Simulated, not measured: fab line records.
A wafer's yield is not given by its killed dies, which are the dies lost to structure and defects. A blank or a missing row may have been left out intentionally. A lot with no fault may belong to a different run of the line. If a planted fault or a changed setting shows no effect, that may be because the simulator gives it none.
fab line records    flow sky130
record: lots: 12  wafers: 36  lastDay: 50
route steps=708 shown FIELD_ISO@24 NWELL@58 VT_ADJUST_NCORE@126 PAD_OPEN@708
lots with no fault: from the same line, run without faults
startH: start of the lot's first displayed wafer, in hours after the record's first day    waitH: hours from the lot's prior step to this one    " unchanged from the row above    L1.1+2: a row that stands for several wafers    - no value, or no start given    * or withheld: withheld    < > ~ a bound
route shown NAME@n: NAME is a module with steps in the file, n the number in the route of the first one    usual: mean/standard deviation of fault-free wafers    same: alike in all rows    chamber/n: place in a boat    sites: each site's reading    _std_site: their standard deviation    _edge_site: outer sites' mean less inner sites'    radiusMm: how far each site lies from the wafer's centre    mask NAME#n: copy n    behind: tool/chamber where the wafer was last shaped    hold: why the lot went on hold/how many hours it stayed there/how the hold came to an end    device: which transistor (n, p or np) failed to switch    end of line: the route-end tests of the same wafers    a step with no rows: only its recipe    killed: dies lost to structure and defects at the first sort, not the wafer's yield    map: shows each die of a wafer: x if killed, . if not, _ if none is there
set.NAME: the setting the step ran with; set.NAME@STEP: the setting that earlier step ran with    model.NAME: the simulator's own value behind a step, which no gauge read
one table for each step of the route and one row for each wafer, over a sample of lots
services: from which hour (startH, from the record's first day; less than 0 if before it) a tool's chamber was out of use, for how many hours, and why
== steps ==
step: SKY_FIELD_ISO_THK_MEAS_23
recipe: reads: SiO2_of_FIELD_ISO_OXIDATION_22
usual: FIELD_ISO_OXIDATION_01_THK: 10.04/0.2
lot.wafer  tool          chamber  startH  waitH  FIELD_ISO_OXIDATION_01_THK[nm]
L832.2     filmMetro-03  -        37.17   0.0    9.54
L832.4     "             -        "       "      9.51
L832.6     "             -        "       "      9.71
L835.1     filmMetro-03  -        52.43   0.0    10.35
L835.3     "             -        "       "      10.33
L835.4     "             -        "       "      10.02
L838.2     filmMetro-01  -        67.81   0.0    10.31
L838.3     "             -        "       "      10.47
L838.4     "             -        "       "      10.38
L840.1     filmMetro-01  -        77.12   0.0    9.97
L840.2     "             -        "       "      9.98
L840.6     "             -        "       "      10.18
L843.1     filmMetro-01  -        93.62   0.0    9.91
L843.4     "             -        "       "      10.01
L843.6     "             -        "       "      9.83
L844.1     filmMetro-04  -        98.96   0.0    9.89
L844.2     "             -        "       "      9.83
L844.5     "             -        "       "      9.95
L845.4     filmMetro-04  -        103.51  0.0    10.04
L845.5     "             -        "       "      10.01
L845.6     "             -        "       "      9.88
L846.2     filmMetro-03  -        109.78  0.0    9.82
L846.3     "             -        "       "      10.01
L846.6     "             -        "       "      9.84
L847.2     filmMetro-03  -        114.05  0.0    9.99
L847.3     "             -        "       "      9.87
L847.4     "             -        "       "      9.92
L849.1     filmMetro-04  -        126.76  0.0    9.99
L849.2     "             -        "       "      9.89
L849.4     "             -        "       "      9.90
L853.2     filmMetro-04  -        146.12  0.0    10.11
L853.3     "             -        "       "      9.89
L853.6     "             -        "       "      10.03
L854.2     filmMetro-03  -        152.81  0.0    10.19
L854.4     "             -        "       "      10.14
L854.6     "             -        "       "      10.30
step: SKY_FIELD_ISO_THK_MEAS_25
recipe: reads: SiO2_of_FIELD_ISO_CVD_24
usual: FIELD_ISO_CVD_24_THK: 598/7.4
lot.wafer  tool          chamber  startH  waitH  FIELD_ISO_CVD_24_THK[nm]
L832.2     filmMetro-04  -        37.30   0.0    597
L832.4     "             -        "       "      587
L832.6     "             -        "       "      591
L835.1     filmMetro-01  -        52.56   0.0    610
L835.3     "             -        "       "      596
L835.4     "             -        "       "      608
L838.2     filmMetro-04  -        67.95   0.0    583
L838.3     "             -        "       "      595
L838.4     "             -        "       "      596
L840.1     filmMetro-04  -        77.25   0.0    593
L840.2     "             -        "       "      592
L840.6     "             -        "       "      592
L843.1     filmMetro-04  -        93.75   0.0    606
L843.4     "             -        "       "      605
L843.6     "             -        "       "      606
L844.1     filmMetro-03  -        99.09   0.0    593
L844.2     "             -        "       "      583
L844.5     "             -        "       "      599
L845.4     filmMetro-01  -        103.64  0.0    604
L845.5     "             -        "       "      602
L845.6     "             -        "       "      604
L846.2     filmMetro-01  -        109.91  0.0    595
L846.3     "             -        "       "      592
L846.6     "             -        "       "      594
L847.2     filmMetro-04  -        114.18  0.0    587
L847.3     "             -        "       "      594
L847.4     "             -        "       "      598
L849.1     filmMetro-03  -        126.89  0.0    597
L849.2     "             -        "       "      593
L849.4     "             -        "       "      592
L853.2     filmMetro-03  -        146.25  0.0    606
L853.3     "             -        "       "      604
L853.6     "             -        "       "      606
L854.2     filmMetro-04  -        152.95  0.0    597
L854.4     "             -        "       "      603
L854.6     "             -        "       "      599
step: SKY_NWELL_COAT_05
recipe: spinRpm: 2000  resistThkNm: 3000
usual: spinSpeedRpm: 1999.9/1.2
lot.wafer  tool           chamber  startH  waitH  spinSpeedRpm
L832.2     lithoTrack-04  0        85.91   0.1    2000.4
L832.4     "              0        "       "      2000.1
L832.6     "              0        "       "      2001.2
L835.1     lithoTrack-03  0        99.16   0.1    2001.3
L835.3     "              0        "       "      1997.1
L835.4     "              0        "       "      1998.9
L838.2     lithoTrack-04  0        116.36  0.1    2001.2
L838.3     "              0        "       "      1998.7
L838.4     "              0        "       "      1999.6
L840.1     lithoTrack-02  0        128.03  0.1    2000.6
L840.2     "              0        "       "      2000.4
L840.6     "              0        "       "      2003.2
L843.1     lithoTrack-04  0        144.63  0.1    1999.4
L843.4     "              0        "       "      2001.0
L843.6     "              0        "       "      2000.4
L844.1     lithoTrack-04  0        148.43  0.1    1998.9
L844.2     "              0        "       "      1998.7
L844.5     "              0        "       "      1999.9
L845.4     lithoTrack-04  0        154.75  0.1    2000.4
L845.5     "              0        "       "      1999.7
L845.6     "              0        "       "      2000.2
L846.2     lithoTrack-04  0        160.55  0.1    1998.1
L846.3     "              0        "       "      1999.0
L846.6     "              0        "       "      1999.2
L847.2     lithoTrack-04  0        166.85  0.1    2001.8
L847.3     "              0        "       "      2000.3
L847.4     "              0        "       "      2000.2
L849.1     lithoTrack-03  0        184.76  0.1    2001.4
L849.2     "              0        "       "      1999.0
L849.4     "              0        "       "      2001.1
L853.2     lithoTrack-02  0        201.55  0.1    1999.9
L853.3     "              0        "       "      1999.4
L853.6     "              0        "       "      1997.6
L854.2     lithoTrack-03  0        211.74  0.1    1998.5
L854.4     "              0        "       "      1998.0
L854.6     "              0        "       "      1997.4
step: SKY_NWELL_STRIP_14
recipe: chemistry: O2/N2  powerW: 1400  pressureMtorr: 1500  platenTempC: withheld  o2FlowSccm: 3000  n2FlowSccm: 300  overashFraction: 0.5
usual: drypumpMotorCurrentA: 5.53/0.24  n2FlowSccm: 299.9/0.79  o2FlowSccm: 3000/10  oesProductAu: 0.722/0.0044  stripTimeToEndpointS: 36.89/0.11
lot.wafer  tool            chamber  startH  waitH  drypumpMotorCurrentA  n2FlowSccm  o2FlowSccm  oesProductAu  rfHoursCounterH  stripTimeToEndpointS
L832.2     plasmaAsher-02  0        95.52   0.1    5.37                  300.3       3013        0.719         27               36.78
L832.4     "               0        "       "      5.37                  300.8       3011        0.720         -                36.76
L832.6     "               0        "       "      5.36                  300.3       3017        0.714         -                36.83
L835.1     plasmaAsher-03  0        109.57  0.1    5.21                  298.5       3001        0.733         43               37.00
L835.3     "               1        "       "      5.92                  301.2       3014        0.726         -                36.99
L835.4     "               0        "       "      5.22                  298.9       2989        0.724         -                37.03
L838.2     plasmaAsher-03  1        126.27  0.1    5.89                  300.0       3013        0.725         45               36.88
L838.3     "               0        "       "      5.21                  300.1       2982        0.727         -                36.98
L838.4     "               1        "       "      5.90                  299.0       3007        0.723         -                36.84
L840.1     plasmaAsher-03  0        137.72  0.1    5.19                  299.4       3007        0.718         47               36.94
L840.2     "               1        "       "      5.93                  298.6       3005        0.721         47               36.97
L840.6     "               1        "       "      5.92                  299.7       2984        0.728         -                36.93
L843.1     plasmaAsher-03  1        154.52  0.1    5.89                  299.7       3003        0.720         48               36.72
L843.4     "               1        "       "      5.91                  299.2       3001        0.713         -                36.83
L843.6     "               1        "       "      5.90                  300.6       2994        0.728         -                36.80
L844.1     plasmaAsher-03  0        159.27  0.1    5.21                  300.1       2984        0.719         49               37.01
L844.2     "               1        "       "      5.91                  300.8       3015        0.724         49               36.91
L844.5     "               1        "       "      5.90                  300.6       3002        0.729         -                36.79
L845.4     plasmaAsher-03  0        166.10  0.1    5.21                  300.3       3003        0.726         -                36.95
L845.5     "               1        "       "      5.91                  300.4       2978        0.727         -                36.86
L845.6     "               0        "       "      5.18                  299.9       3003        0.714         -                36.85
L846.2     plasmaAsher-01  1        171.77  0.1    5.45                  299.1       3012        0.726         49               23.92
L846.3     "               1        "       "      5.42                  299.3       3011        0.721         -                23.98
L846.6     "               0        "       "      5.51                  299.6       3023        0.723         -                36.95
L847.2     plasmaAsher-03  1        177.52  0.1    5.92                  301.4       2996        0.725         51               23.86
L847.3     "               1        "       "      5.90                  300.0       2996        0.718         -                23.77
L847.4     "               0        "       "      5.23                  299.4       2986        0.719         -                36.71
L849.1     plasmaAsher-02  0        195.92  0.1    5.35                  298.0       2989        0.727         37               36.90
L849.2     "               1        "       "      5.72                  300.7       3016        0.718         37               36.84
L849.4     "               1        "       "      5.68                  299.7       2990        0.725         -                36.90
L853.2     plasmaAsher-02  0        212.90  0.1    5.36                  300.8       2982        0.724         38               36.78
L853.3     "               0        "       "      5.37                  299.5       2983        0.719         -                36.86
L853.6     "               1        "       "      5.70                  300.3       2985        0.721         -                36.84
L854.2     plasmaAsher-03  0        223.50  0.1    5.21                  300.4       3014        0.726         54               36.89
L854.4     "               1        "       "      5.93                  300.2       2980        0.725         -                36.72
L854.6     "               1        "       "      5.90                  300.1       2993        0.718         -                36.71
step: SKY_VT_ADJUST_NCORE_CD_MEAS_07
recipe: targetCdNm: 380
usual: cdNm: 380.5/2.2
lot.wafer  tool      chamber  startH  waitH  cdNm
L832.2     cdSem-01  -        191.00  0.1    380.8
L832.4     "         -        "       "      381.1
L832.6     "         -        "       "      381.8
L835.1     cdSem-01  -        206.85  0.1    377.8
L835.3     "         -        "       "      381.2
L835.4     "         -        "       "      376.9
L838.2     cdSem-02  -        226.75  0.1    378.9
L838.3     "         -        "       "      376.9
L838.4     "         -        "       "      379.6
L840.1     cdSem-01  -        241.13  0.1    384.1
L840.2     "         -        "       "      382.8
L840.6     "         -        "       "      382.1
L843.1     cdSem-01  -        259.93  0.1    379.7
L843.4     "         -        "       "      381.8
L843.6     "         -        "       "      382.7
L844.1     cdSem-01  -        268.23  0.1    380.8
L844.2     "         -        "       "      380.1
L844.5     "         -        "       "      379.8
L845.4     cdSem-01  -        276.99  0.1    383.7
L845.5     "         -        "       "      382.6
L845.6     "         -        "       "      381.9
L846.2     cdSem-02  -        283.45  0.1    380.9
L846.3     "         -        "       "      381.6
L846.6     "         -        "       "      378.5
L847.2     cdSem-01  -        290.50  0.1    378.5
L847.3     "         -        "       "      374.1
L847.4     "         -        "       "      379.1
L849.1     cdSem-01  -        312.58  0.1    380.1
L849.2     "         -        "       "      380.6
L849.4     "         -        "       "      380.4
L853.2     cdSem-02  -        337.27  0.1    382.1
L853.3     "         -        "       "      377.9
L853.6     "         -        "       "      381.8
L854.2     cdSem-01  -        349.65  0.1    383.8
L854.4     "         -        "       "      381.7
L854.6     "         -        "       "      382.4
step: SKY_PAD_OPEN_PROBE_99
usual: killed_at_M0_to_M3: 45/6.6  killed_at_M4_up: 3.1/1.6  killedAtContacts: 24/5  killedAtFrontEnd: 14/4.4  killedAtOther: 0.3/0.58  killedDies: 87/9.2  killedOnRim: 17/3.6  killedOpen: 47/6.7  killedShort: 40/6.4
same: grossDies: 492  killedAtBackSide: 0
lot.wafer  tool       chamber  startH   waitH  killed_at_M0_to_M3  killed_at_M4_up  killedAtContacts  killedAtFrontEnd  killedAtOther  killedDies  killedOnRim  killedOpen  killedShort
L838.2     prober-02  -        1118.39  0.1    53                  2                24                11                0              90          12           45          45
L838.3     prober-02  -        1118.44  0.2    53                  3                15                10                0              81          15           36          45
L838.4     prober-02  -        1118.49  0.2    53                  3                27                11                0              94          24           39          55
L840.1     prober-02  -        1126.15  0.1    37                  3                18                14                0              72          14           37          35
L840.2     prober-02  -        1126.20  0.1    43                  2                18                12                0              75          12           41          34
L840.6     prober-02  -        1126.40  0.2    51                  1                23                11                0              86          21           52          34
L846.2     prober-02  -        1157.16  0.1    47                  2                27                21                1              98          16           62          33
L847.2     prober-01  -        1171.40  0.1    36                  7                26                11                0              80          20           37          42
L847.3     prober-01  -        1171.45  0.2    52                  3                20                9                 0              84          22           39          43
killed by level:class
L838.2 METAL2:geometricParticle:short=10 VIA1:geometricParticle:open=9 VIA3:geometricParticle:open=8 CONTACT:geometricParticle:open=7 CONTACT:geometricParticle:short=7 VIA2:geometricParticle:open=7 LI_CONTACT:geometricParticle:open=5 LOCAL_INTERCONNECT:geometricParticle:short=4
L838.3 VIA1:geometricParticle:open=10 LOCAL_INTERCONNECT:geometricParticle:short=8 METAL1:geometricParticle:short=7 METAL2:geometricParticle:short=6 VIA2:geometricParticle:open=6 VIA3:geometricParticle:open=5 VIA1:geometricParticle:short=5 FIELD_ISO:geometricParticle:short=4
L838.4 CONTACT:geometricParticle:open=10 VIA1:geometricParticle:open=9 METAL1:geometricParticle:short=9 VIA2:geometricParticle:short=7 METAL2:geometricParticle:short=6 VIA3:geometricParticle:open=6 LI_CONTACT:geometricParticle:short=5 LOCAL_INTERCONNECT:geometricParticle:short=5
L840.1 VIA1:geometricParticle:open=8 CONTACT:geometricParticle:open=7 FIELD_ISO:geometricParticle:short=6 LI_CONTACT:geometricParticle:open=6 VIA1:geometricParticle:short=6 METAL2:geometricParticle:short=6 VIA2:geometricParticle:open=5 POLY_GATE:geometricParticle:open=4
L840.2 VIA1:geometricParticle:open=10 CONTACT:geometricParticle:open=8 VIA2:geometricParticle:open=8 METAL2:geometricParticle:short=7 METAL1:geometricParticle:short=5 POLY_GATE:geometricParticle:open=4 FIELD_ISO:geometricParticle:open=3 POLY_GATE:geometricParticle:short=3
L840.6 VIA1:geometricParticle:open=18 LI_CONTACT:geometricParticle:open=8 CONTACT:geometricParticle:open=8 METAL1:geometricParticle:short=7 METAL2:geometricParticle:short=7 POLY_GATE:geometricParticle:open=5 LI_CONTACT:geometricParticle:short=5 VIA1:geometricParticle:short=5
L846.2 CONTACT:geometricParticle:open=14 VIA2:geometricParticle:open=9 VIA1:geometricParticle:open=9 VIA3:geometricParticle:open=9 LI_CONTACT:geometricParticle:open=7 FIELD_ISO:geometricParticle:open=5 POLY_GATE:geometricParticle:open=5 METAL1:geometricParticle:short=5
L847.2 CONTACT:geometricParticle:open=10 VIA1:geometricParticle:short=6 METAL4:geometricParticle:short=6 LI_CONTACT:geometricParticle:open=5 METAL2:geometricParticle:short=5 VIA2:geometricParticle:open=5 VIA3:geometricParticle:open=5 CONTACT:geometricParticle:short=4
L847.3 VIA3:geometricParticle:open=10 VIA1:geometricParticle:open=9 VIA2:geometricParticle:open=8 METAL2:geometricParticle:short=7 LOCAL_INTERCONNECT:geometricParticle:short=5 CONTACT:geometricParticle:short=5 METAL1:geometricParticle:short=5 CONTACT:geometricParticle:open=4
== services ==
tool            chamber  startH  hours  kind
plasmaAsher-02  -        157.88  2.9    repair
plasmaAsher-01  -        188.37  2.8    pm
plasmaAsher-03  -        207.66  15.6   pm
plasmaAsher-01  -        207.74  0.8    repair
== key ==
firstSign: step: SKY_NWELL_STRIP_14  reading: stripTimeToEndpointS  direction: down  sigmas: 99+  usual: *  struck: *
effect none on later readings
metAt SKY_NWELL_COAT_05
struckLots L846,L847
struckWafers L846.2,L846.3,L847.2,L847.3
testerLeftOut L846,L847
notActingAt SKY_FIELD_ISO_THK_MEAS_23,SKY_FIELD_ISO_THK_MEAS_25,SKY_VT_ADJUST_NCORE_CD_MEAS_07
onsetBetween 154.75 160.55
fault: kind: processParameterDrift  tool: lithoTrack-04  chamber: -  onsetH: 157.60  steps: SKY_NWELL_COAT_05  channel: resistThkNm  offset: -1121.6  shape: step  endH: 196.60  scope: struckWafersOnly  actsIn: theseRecipesOnly  stated: 3000
testerLeftOut: of these lots the tester's yield and bins aren't shown, on N5 and GAA mostly nor the transistor test; their killed dies are dies lost to structure and defects alone, not to doping, threshold or leakage, so they don't give the yield
